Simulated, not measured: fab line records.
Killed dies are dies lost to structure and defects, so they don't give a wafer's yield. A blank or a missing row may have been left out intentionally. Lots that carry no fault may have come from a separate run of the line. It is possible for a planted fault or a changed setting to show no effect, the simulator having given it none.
A struck lot beside a sound one -- flow sky130 -- 17 out of 708 route steps
Sound: wafers L615.4, L615.5, L615.6. The struck wafers were L622.2, L622.4, L622.6. Last of all comes the cause.
At each step with rows: each side's tool, then ch and its chambers, then its first start. Under that, the readings that differ: sound wafers -- struck wafers -- difference of the means -- sigmas: that difference in standard deviations of wafers without a fault.
alike: same words and numbers on both sides, and readings whose means sit less than 2 such deviations apart. not compared: any withheld reading, any reading some wafer has no value for, any bound like >300 that may hide the same value, and any number with overlapping values for which the record gives no deviation.
A row with sigmas, a row that says differs or no value, or rows on one side alone: a step with any of these is where the two part. When numbers do not overlap yet have no deviation, they are printed without sigmas and do not part them. Lack of a reading on every wafer of one side parts them only where that side has two or more wafers.

first, 3 steps without rows for these wafers: SKY_VT_ADJUST_HVTP_EXPOSE_04 (exposes mask HVTPM, target cd 380 nm); SKY_VT_ADJUST_HVTP_PEB_05; SKY_VT_ADJUST_HVTP_DEVELOP_06 (develop time 60 s).
SKY_VT_ADJUST_HVTP_CD_MEAS_07: target cd 380 nm.
  sound on cdSem-02, day 7 16:16; struck on cdSem-01, day 9 13:17
  alike: cdNm
SKY_VT_ADJUST_HVTP_OVL_MEAS_08:
  sound on overlay-02, day 7 16:20; struck on overlay-01, day 9 13:23
  alike: VT_ADJUST_HVTP_OVL
after that, 1 step had no rows for these wafers: SKY_VT_ADJUST_HVTP_IMPLANT_09.
SKY_VT_ADJUST_HVTP_STRIP_10: strips in O2/N2.
  sound on plasmaAsher-02 ch 0,1, day 7 16:33; struck on plasmaAsher-04 ch 0,1, day 9 13:34
  alike: drypumpMotorCurrentA, oesProductAu, stripTimeToEndpointS
  not compared: rfHoursCounterH
SKY_VT_ADJUST_HVTP_TW_MEAS_11:
  sound on filmMetro-04, day 7 16:38; struck on filmMetro-04, day 9 13:41
  alike: VT_ADJUST_HVTP_TW
then, 4 steps without rows for these wafers: SKY_VT_ADJUST_LVTN_DEHYDRATE_00 (time 60 s); SKY_VT_ADJUST_LVTN_HMDS_01 (prime time 60 s); SKY_VT_ADJUST_LVTN_COAT_02 (resist thk 3000 nm); SKY_VT_ADJUST_LVTN_SOFTBAKE_03.
SKY_VT_ADJUST_LVTN_EXPOSE_04: exposes mask NWM COMPLEMENT LESS NATIVE, target cd 840 nm.
  sound on ilineStepper-02 ch 0, day 8 03:01; struck on ilineStepper-02 ch 0, day 10 01:27
reading,sound,struck,difference,sigmas
model.VT_ADJUST_LVTN.overlayXNm (nm),0.7565 0.7565 0.7565,180.1 180.1 180.1,+179.3,
  alike: mask
then, 2 steps without rows for these wafers: SKY_VT_ADJUST_LVTN_PEB_05; SKY_VT_ADJUST_LVTN_DEVELOP_06 (develop time 60 s).
SKY_VT_ADJUST_LVTN_OVL_MEAS_07:
  sound on overlay-02, day 8 12:58; struck on overlay-01, day 10 12:51
reading,sound,struck,difference,sigmas
VT_ADJUST_LVTN_OVL (nm),1.7 0.9 -0.6,180.3 179.9 179.0,+179.1,+99 or more
after that, 1 step had no rows for these wafers: SKY_VT_ADJUST_LVTN_IMPLANT_08.

## WHERE THEY PART
Only at SKY_VT_ADJUST_LVTN_OVL_MEAS_07, within this record.

WHY: what had been put in by the simulator
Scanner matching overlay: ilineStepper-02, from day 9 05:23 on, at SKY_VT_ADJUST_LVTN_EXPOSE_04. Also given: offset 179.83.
